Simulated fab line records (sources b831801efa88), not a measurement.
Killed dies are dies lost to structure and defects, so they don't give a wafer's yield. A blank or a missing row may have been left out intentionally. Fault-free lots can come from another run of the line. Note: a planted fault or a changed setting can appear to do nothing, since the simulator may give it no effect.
Which tool was responsible?    flow sky130    7 lots, 21 wafers sampled, at 3 steps of a route of 708

== WHAT THE GAUGES READ, wafer by wafer ==
SKY_VT_ADJUST_LVTN_OVL_MEAS_07.
lot   measured      on          VT_ADJUST_LVTN_OVL (nm)
L493  day 7 12:26   overlay-01  0.2 -1.5 -1.8
L495  day 8 02:12   overlay-01  0.4 0.4 2.3
L498  day 9 02:05   overlay-01  1.0 0.9 0.9
L500  day 9 12:26   overlay-01  -0.4 -0.4 -1.5
L509  day 12 08:29  overlay-02  -0.7 -1.7 0.6
L511  day 12 15:09  overlay-02  0.8 0.8 -0.8
L513  day 13 05:58  overlay-01  1.4 0.0 0.5

== WHAT TOOL EACH LOT RAN ON (gives the tool, then ch and the chambers of the sampled wafers, and finally the start) ==
lot   SKY_DNWELL_STRIP_08                  SKY_VT_ADJUST_HVTP_EXPOSE_04
L493  plasma-asher-03 ch 0,1, day 3 18:32  iline-stepper-02 ch 0, day 6 07:48
L495  plasma-asher-03 ch 0, day 4 05:36    iline-stepper-01 ch 0, day 6 20:13
L498  plasma-asher-04 ch 0,1, day 5 02:32  iline-stepper-01 ch 0, day 7 18:59
L500  plasma-asher-03 ch 0,1, day 5 09:02  iline-stepper-01 ch 0, day 8 04:56
L509  plasma-asher-03 ch 0,1, day 7 14:36  iline-stepper-02, day 10 20:16
L511  plasma-asher-03 ch 0, day 7 21:11    iline-stepper-02 ch 0, day 11 03:16
L513  plasma-asher-04 ch 0,1, day 8 10:13  iline-stepper-02 ch 0, day 11 18:07
- SKY_DNWELL_STRIP_08: strips in O2/N2.
- SKY_VT_ADJUST_HVTP_EXPOSE_04: exposes mask HVTPM, target cd 380 nm.

== THE ANSWER, worked out from the rows above alone ==
Rule: what is usual is taken from the lots themselves. Put in order of their means at a reading, lots are off if they are a third of the lots or fewer, leave a main group of 4 or more, and stand apart from it by a gap of 3 or more times the standard deviation of the main group's means; of several such gaps the widest counts. A main group whose means are all the same, to the digits that the tables above print for the reading, isn't used. A lot without any number at a reading at which 4 lots or more have one is off too. Any other lot the step has rows for is counted as sound.
No lot is off on any of the readings shown, so nothing can be concluded from this.

== WHAT WAS PUT IN BY THE SIMULATOR ==
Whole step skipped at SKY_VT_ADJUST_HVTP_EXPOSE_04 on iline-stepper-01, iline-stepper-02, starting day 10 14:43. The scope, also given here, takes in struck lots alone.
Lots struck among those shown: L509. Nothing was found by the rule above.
